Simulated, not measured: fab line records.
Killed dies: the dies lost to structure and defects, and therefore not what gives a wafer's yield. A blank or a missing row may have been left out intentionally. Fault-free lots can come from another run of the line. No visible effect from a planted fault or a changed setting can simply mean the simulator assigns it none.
Which tool was responsible?    flow sky130    6 lots, 18 wafers sampled, at 1 step of a route of 708

WHAT THE GAUGES READ, wafer by wafer
SKY_VT_ADJUST_PCH_TW_MEAS_10.
lot   measured      on             VT_ADJUST_PCH_TW
L485  day 11 02:11  film metro-03  143.6 143.3 143.4
L491  day 12 17:58  film metro-04  143.9 143.2 144.2
L497  day 14 20:26  film metro-04  142.8 142.3 143.2
L501  day 16 14:03  film metro-01  142.8 143.3 143.2
L502  day 16 19:08  film metro-01  142.8 143.1 143.1
L505  day 17 13:45  film metro-01  142.3 142.6 142.5

WHAT TOOL EACH LOT RAN ON (gives the tool, then ch and the chambers of the sampled wafers, and finally the start)
Record: no process step prior to these readings.

THE ANSWER, worked out from the rows above alone
Rule: the lots themselves supply what counts as usual. The widest of any qualifying gaps counts: lots, ordered by their means at a reading, are off when they make up no more than a third of the lots, leave a main group of 4 or more, and stand apart from it by 3 or more times the standard deviation of that group's means. A main group whose means are all the same, to the digits that the tables above print for the reading, isn't used. Also off: a lot with no number at a reading for which 4 or more lots have one. All remaining lots with rows at the step are treated as sound.
No lot is off at any reading shown: from this, nothing can be told.

WHAT THE SIMULATOR HAD PUT IN
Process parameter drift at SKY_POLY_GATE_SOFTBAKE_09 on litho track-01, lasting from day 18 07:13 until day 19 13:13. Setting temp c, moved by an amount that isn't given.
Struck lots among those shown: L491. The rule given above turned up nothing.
